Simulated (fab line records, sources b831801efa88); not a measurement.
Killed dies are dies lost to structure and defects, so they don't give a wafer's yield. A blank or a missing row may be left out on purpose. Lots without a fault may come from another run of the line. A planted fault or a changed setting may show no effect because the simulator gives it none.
A struck lot beside a sound one | flow sky130 | 16 steps out of a route of 708
Sound: wafers L160.1, L160.2, L160.3. Struck: wafers L165.2, L165.5, L165.6. The cause comes at the end.
At each step with rows: each side's tool, then ch and its chambers, then its first start. Under that, the readings that differ: sound wafers | struck wafers | difference of the means | sigmas: that difference in standard deviations of wafers without a fault.
alike: readings whose means differ by less than 2 such deviations, and words and numbers that are the same on both sides. not compared: withheld readings, readings that some wafer has no value for, bounds like >300 that may hide the same value, and numbers for which the record gives no deviation and whose values overlap.
The two part at a step that has a row with sigmas, a row that says differs or no value, or rows on one side only. Numbers that don't overlap but have no deviation are shown without sigmas and don't part them. A reading that every wafer of one side lacks parts them only if that side has two wafers or more.

first, 1 step without rows for these wafers: SKY_SONOS_ONO_CVD_04 (deposits SiO2 from SiH4/N2O, target thk 5.7199 nm).
SKY_SONOS_ONO_THK_MEAS_05:
  sound on film_metro-03, day 13 17:01; struck on film_metro-02, day 15 13:52
  alike: SONOS_ONO_CVD_04_THK
then, 7 steps without rows for these wafers: SKY_SONOS_ONO_DEHYDRATE_06 (time 60 s); SKY_SONOS_ONO_HMDS_07 (prime time 60 s); SKY_SONOS_ONO_COAT_08 (resist thk 1140 nm); SKY_SONOS_ONO_SOFTBAKE_09 (time 60 s); SKY_SONOS_ONO_EXPOSE_10 (exposes mask ONOM, target cd 410 nm); SKY_SONOS_ONO_PEB_11; SKY_SONOS_ONO_DEVELOP_12 (develop time 60 s).
SKY_SONOS_ONO_CD_MEAS_13: target cd 410 nm.
  sound on cd_sem-01, day 14 18:54; struck on cd_sem-02, day 16 17:43
  alike: cd_nm
SKY_SONOS_ONO_OVL_MEAS_14:
  sound on overlay-01, day 14 19:01; struck on overlay-01, day 16 17:49
  reading            | sound          | struck      | difference | sigmas
  SONOS_ONO_OVL (nm) | -1.9 -1.4 -2.7 | 1.5 1.1 1.9 | +3.5       | +2
SKY_SONOS_ONO_ETCH_15: etches the open film in CHF3/O2, target depth 19.52 nm, time 7.8 s.
  sound on rie_diel-04 ch 1,2,3, day 14 19:04; struck on rie_diel-03 ch 0,3, day 16 17:51
  alike: O2_flow_sccm, bias_w, drypump_motor_current_A, oes_product_au, throttle_valve_pct
  not compared: rf_hours_counter_h
SKY_SONOS_ONO_WET_ETCH_16: etches SiO2 in dHF, target depth 14 nm, time 280 s.
  sound on wet_bench-04 ch 2, day 14 19:05; struck on wet_bench-04 ch 2, day 16 17:52
  no value came back on the struck wafers for bath_heat_duty_pct (%), run_length_s (s); on the sound wafers bath_heat_duty_pct (%) reads 6.5 6.5 6.6
  reading                                      | sound             | struck            | difference | sigmas
  model.SiO2_of_FIELD_ISO_CVD_24.thk_nm (nm)   | 383.7 381.9 382.5 | 399.4 398.6 397.9 | +15.9      |
  model.SiO2_of_NWELL_OXIDATION_01.thk_nm (nm) | 0 0 0             | 5.323 5.34 5.206  | +5.290     |
SKY_SONOS_ONO_STRIP_17: strips in O2/N2.
  sound on plasma_asher-03 ch 0,1, day 14 19:10; struck on plasma_asher-03 ch 0,1, day 16 17:58
  alike: drypump_motor_current_A, oes_product_au, strip_time_to_endpoint_s
  not compared: rf_hours_counter_h
SKY_SONOS_ONO_WET_ETCH_18: etches Si3N4 in H3PO4, target depth 15 nm, time 172 s.
  sound on wet_bench-03 ch 2, day 14 19:16; struck on wet_bench-03 ch 1, day 16 18:04
  reading                                    | sound             | struck            | difference | sigmas
  bath_guard_temp_C (C)                      | 158.3 158.3 158.7 | 160.2 160.3 160.2 | +1.8       | +2
  model.SiO2_of_FIELD_ISO_CVD_24.thk_nm (nm) | 383.5 381.7 382.4 | 399.3 398.4 397.8 | +16.0      |
  alike: bath_heat_duty_pct
-- the record jumps here: 32 days lie between the struck wafers' starts before and after (it left off in module SONOS_ONO and takes up again in module PAD_OPEN, whose first step shown is number 708 of the route) --
SKY_PAD_OPEN_PROBE_99:
  the record has rows for the struck wafers here (prober-01, day 48 14:22) and none for the sound ones

WHERE THEY PART
First at SKY_SONOS_ONO_OVL_MEAS_14; last, within this record, at SKY_PAD_OPEN_PROBE_99.

WHY: what the simulator had put in
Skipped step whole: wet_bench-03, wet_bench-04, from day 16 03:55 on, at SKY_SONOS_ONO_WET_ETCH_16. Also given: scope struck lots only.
